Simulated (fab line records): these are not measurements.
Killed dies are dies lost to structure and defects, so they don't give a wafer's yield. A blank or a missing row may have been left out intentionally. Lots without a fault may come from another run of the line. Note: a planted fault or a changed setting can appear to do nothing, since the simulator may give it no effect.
Problem report, 8D (eight disciplines) form, completed by code + flow gf180mcu + the parts of the form that need people (team, actions taken, sign-off) are left out

== 1. THE PROBLEM ==
GF_POLY_GATE_ETCH_13, bias w: mean 89.0 W over 1 wafer from 1 lot; wafers with no fault: 100.0 W, standard deviation 0.3. That is -37 standard deviations from the usual mean.
The step: etches poly-Si in HBr/Cl2, stops on SiO2, target depth 198.5 nm, time 69.6 s.
First seen on wafer L870.4, day 12 15:25, on rie si-01. At this step, 39 wafers from 13 lots have a number in the record. The rule behind "out" and "out of limits": a value lying over 4 standard deviations away from the usual mean. Any other wafer with a number is counted as sound.

== 2. WHAT THIS IS AND IS NOT ==
| question                    | is                | is not                                                                                 |
|-----------------------------|-------------------|----------------------------------------------------------------------------------------|
| which readings at this step | bias w            | drypump motor current A, mfc cl2 sccm, oes product au, throttle valve pct              |
| which lots                  | L870              | L859, L861, L863, L865, L866, L867, L868, L869, L872, L879, L880, L881                 |
| which wafers of those lots  | L870.4            | L870.1, L870.5                                                                         |
| read on which tools         | rie si-01         | rie si-02                                                                              |
| when                        | from day 12 15:25 | up to then (26 sound wafers); but 12 sound wafers of L872, L879, L880, L881 came after |

== 3. SUSPECTS, AND WHAT RULES EACH OUT ==
Counting: if a tool at a process step up to the reading ran every lot that is out, it stays a suspect. Sound lots after the first of them don't rule it out here, since some wafers of a struck lot are sound.
- rie si-01 at GF_POLY_GATE_ETCH_13 (etches poly-Si in HBr/Cl2, stops on SiO2, target depth 198.5 nm, time 69.6 s): kept. L870, the lot that is out, went through it at day 12 15:25; up to then, the latest sound lot through it was L869 at day 12 10:55. Its own bias w readings are out on those wafers.
- In rie si-01 at GF_POLY_GATE_ETCH_13, the wafers that are out were processed in chamber 1 and their sound lot-mates in chambers 2, 3.
The count leaves rie si-01 at GF_POLY_GATE_ETCH_13.

== 4. THE CAUSE (what the simulator had put in) ==
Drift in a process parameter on rie si-01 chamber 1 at GF_POLY_GATE_ETCH_13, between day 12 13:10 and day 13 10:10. From 100, the setting bias w moved by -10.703. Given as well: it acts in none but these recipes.
This tool alone remained once counting was done.

== 5. SEQUENCE OF EFFECTS, ordered by route ==
Rows list readings where the struck wafers' mean (over those with a number) sits beyond 3 standard deviations from the usual. Readings are gone through only where the record gives a usual standard deviation; hours: the median, over the lots, of the time from a lot's start at the first step in this table giving one to that lot's start at this step; sigmas: the change measured in usual standard deviations.
| hours | step                 | reading | usual   | on struck wafers | change | sigmas |
|-------|----------------------|---------|---------|------------------|--------|--------|
| 0     | GF_POLY_GATE_ETCH_13 | bias w  | 100.0 W | 89.0             | -11.0  | -37    |
The process steps in it:
- GF_POLY_GATE_ETCH_13: etches poly-Si in HBr/Cl2, stops on SiO2, target depth 198.5 nm, time 69.6 s.
Later steps that measure or inspect, where all struck wafers having a row at the step show a number for every such reading and not one has moved that far: GF_V2_CD_MEAS_14.

== 6. WHAT WOULD HAVE CAUGHT IT SOONER ==
2 hours passed between the start of the fault at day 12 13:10 and the first reading out of limits in this record, taken at day 12 15:25.
